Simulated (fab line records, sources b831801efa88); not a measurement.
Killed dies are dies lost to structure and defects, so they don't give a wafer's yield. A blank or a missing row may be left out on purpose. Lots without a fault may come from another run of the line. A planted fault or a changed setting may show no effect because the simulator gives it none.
Chamber matching | flow gf180mcu | GF_V2_CMP_26 on cmp-01: 4 sister chambers
The step polishes, stops on SiO2, t overpolish 15 s, target thk 0 nm. 8 wafers are shown with their chamber, then 12 later ones without.

WAFERS WITH THEIR CHAMBER
wafer  | chamber | motor_current_A (A) | time_to_endpoint_s (s)
L085.2 | 3       | 11.9                | 87
L085.6 | 2       | 11.5                | 86
L090.1 | 0       | 10.9                | 89
L090.2 | 1       | 12.6                | 86
L090.3 | 2       | 11.3                | 94
L091.2 | 3       | 12.5                | 89
L091.3 | 1       | 11.4                | 86
L091.5 | 0       | 12.0                | 92

WAFERS WITHOUT THEIR CHAMBER
wafer  | motor_current_A (A) | time_to_endpoint_s (s)
L093.2 | 11.3                | 81
L093.3 | 12.1                | 79
L093.4 | 12.0                | 83
L094.2 | 12.1                | 85
L094.3 | 11.4                | 81
L094.6 | 11.7                | 83
L095.1 | 11.5                | 87
L095.2 | 11.3                | 89
L095.5 | 12.2                | 83
L096.2 | 11.1                | 87
L096.3 | 12.1                | 86
L096.4 | 12.3                | 84

WHICH CHAMBER EACH WENT THROUGH
wafer  | from the rows above               | in truth
L093.2 | can't be placed: 1 or 3 or 2 or 0 | 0
L093.3 | can't be placed: 1 or 3 or 2 or 0 | 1
L093.4 | can't be placed: 1 or 3 or 2 or 0 | 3
L094.2 | can't be placed: 1 or 3 or 2 or 0 | 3
L094.3 | can't be placed: 1 or 3 or 2 or 0 | 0
L094.6 | can't be placed: 1 or 3 or 2 or 0 | 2
L095.1 | can't be placed: 1 or 2 or 0 or 3 | 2
L095.2 | can't be placed: 2 or 0 or 1 or 3 | 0
L095.5 | can't be placed: 1 or 3 or 2 or 0 | 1
L096.2 | can't be placed: 2 or 0 or 1 or 3 | 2
L096.3 | can't be placed: 1 or 3 or 2 or 0 | 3
L096.4 | can't be placed: 1 or 3 or 2 or 0 | 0
Placed correctly: 0 of 12. Can't be placed from these rows: 12 (the true chamber is among the candidates in 12). Placed wrongly: 0.
How it was worked out, from the rows above alone: a wafer's distance from a chamber is the root of the sum, over the readings, of the square of ((its reading less the chamber's mean) divided by the reading's scatter). The wafer belongs to the nearest chamber; if the next one is less than 2 further off, it can't be placed. A chamber's mean is the mean of its shown wafers. The scatter: the root of (the sum of the squares of (reading less its chamber's mean) over the shown wafers, divided by (wafers less chambers)).
